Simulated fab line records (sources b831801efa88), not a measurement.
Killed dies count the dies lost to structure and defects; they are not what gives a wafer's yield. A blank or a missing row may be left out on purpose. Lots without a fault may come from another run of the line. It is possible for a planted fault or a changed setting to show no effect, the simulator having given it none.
Which tool is to blame?	flow sky130	route of 708 steps, sampled at 1 step: 11 lots, 33 wafers

== WHAT THE GAUGES SHOWED, per wafer ==
SKY_VIA2_CD_MEAS_12 targets a cd of 200 nm. Usual: cd nm 199.8 nm, standard deviation 1.3.
lot	measured	on	cd nm (nm)	flag
L362	day 35 22:08	cd sem-01	200.8 200.3 199.1	
L364	day 36 19:54	cd sem-02	200.7 198.9 200.0	
L367	day 38 17:28	cd sem-02	200.5 199.2 198.1	
L370	day 39 03:41	cd sem-02	196.4 196.8 197.5	
L371	day 40 01:13	cd sem-02	201.9 201.7 201.2	
L374	day 40 08:34	cd sem-01	198.5 199.1 199.0	
L376	day 40 12:53	cd sem-02	199.9 200.2 200.7	
L377	day 41 01:02	cd sem-02	199.8 199.8 200.2	
L381	day 42 06:46	cd sem-02	200.6 200.3 198.4	
L382	day 42 09:12	cd sem-01	199.0 198.8 199.7	
L384	day 42 23:22	cd sem-01	200.5 200.5 199.6	

== WHAT TOOL EACH LOT RAN ON (gives the tool, then ch and the chambers of the sampled wafers, and finally the start) ==
No process step before these readings appears in the record.

== AS READ BY THE TOOLS THEMSELVES (means over the sampled wafers that have a number; for cases with no such wafer, the mark the record gives instead) ==
The record holds no such reading with a usual standard deviation.

== THE ANSWER, worked out from the rows above alone ==
Rule: a lot is off if the mean of its wafers that have a number lies more than 3 standard deviations from the usual mean. A lot without any number at a reading at which 4 lots or more have one is off too. Where the step has rows for the other lots, those lots are counted as sound. Order of review: gauges by route order, followed by the tools' own readings, for which a lot's mean as printed above is used. The first step at which some lot is off is used, and at that step the reading that is off furthest; a lot without a number counts as furthest.
Across all readings shown, no lot is off: no conclusion can be drawn from this.

== WHAT THE SIMULATOR PUT IN ==
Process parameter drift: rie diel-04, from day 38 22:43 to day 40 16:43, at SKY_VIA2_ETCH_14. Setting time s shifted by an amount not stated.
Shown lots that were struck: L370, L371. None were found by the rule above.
